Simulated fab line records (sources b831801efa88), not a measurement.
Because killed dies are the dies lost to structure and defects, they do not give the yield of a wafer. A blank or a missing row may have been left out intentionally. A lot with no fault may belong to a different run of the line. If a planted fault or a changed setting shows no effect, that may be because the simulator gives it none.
One fault seen from 2 desks ; flow sky130 ; numbers are kept per desk, each desk with only its own; the story behind them comes last

== TOOL OWNER'S DESK, rieDiel-02 ==
The tool's own readings at SKY_CONTACT_ETCH_18 (etches Si3N4 in CHF3/O2, stops on TiN, time 39 s, target depth 75 nm): means of the sampled wafers that have a number, for each lot that ran on this tool. Any lot whose mean is over 4 standard deviations away from the usual mean is out of limits and marked OUT; that distance is given in the brackets.
Columns: A = biasW at SKY_CONTACT_ETCH_18, usual 199.9 W; B = drypumpMotorCurrentA at SKY_CONTACT_ETCH_18, usual 5.7 A; C = oesProductAu at SKY_CONTACT_ETCH_18, usual 0.855 a.u.; D = throttleValvePct at SKY_CONTACT_ETCH_18, usual 8.794 %
lot;first seen here;A;B;C;D
L778;day 32 06:00;200.2;6.1;0.856;8.796
L783;day 33 14:00;199.7;6.0;0.852;8.799
L786;day 34 15:00;199.3;6.0;0.864;8.798
L787;day 35 03:00;200.0;6.0;0.851;8.787
L791;day 36 04:00;194.6 (-9.9) OUT;6.1;0.861;8.787
L799;day 38 09:00;200.1;6.1;0.849;8.791
L800;day 38 20:00;199.6;6.1;0.853;8.789
This desk finds L791 out of limits, L791 being first, at day 36 04:00 (biasW at SKY_CONTACT_ETCH_18). L778, L783, L786, L787, L799, L800 stayed within limits.

== FROM THE METROLOGY DESK ==
What the gauges read, lot by lot, whatever tool the lot ran on: means of the sampled wafers that have a number. Any lot whose mean is over 4 standard deviations away from the usual mean is out of limits and marked OUT; that distance is given in the brackets.
Columns: A = cdNm at SKY_CONTACT_CD_MEAS_14, usual 170.2 nm
lot;first seen here;A
L777;day 32 03:03;169.9
L778;day 32 06:22;169.0
L780;day 32 13:34;169.2
L783;day 33 14:41;171.4
L786;day 34 15:22;172.7
L787;day 35 03:34;171.1
L788;day 35 14:01;171.6
L791;day 36 04:08;172.5
L793;day 36 20:55;170.5
L795;day 37 13:58;169.9
L798;day 38 07:05;171.3
L799;day 38 09:22;168.1
L800;day 38 20:13;171.2
This desk found nothing out of limits on any of the 13 lots.

== BROUGHT TOGETHER ==
The tool owner's desk could have raised an alarm at day 36 04:00, on L791.
Nothing out of limits was seen by the metrology desk.
The metrology desk holds a record of L791, inside its limits.
Of the lots named, all ran SKY_CONTACT_ETCH_18 on rieDiel-02.

== WHAT HAD BEEN PUT IN BY THE SIMULATOR ==
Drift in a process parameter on rieDiel-02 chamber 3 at SKY_CONTACT_ETCH_18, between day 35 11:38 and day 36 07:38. Setting biasW, moved by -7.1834, from 200. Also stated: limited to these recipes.
Shown lots that were struck: L791.
Each desk's first reading out of limits, in hours after the fault started: the tool owner's desk, 16.
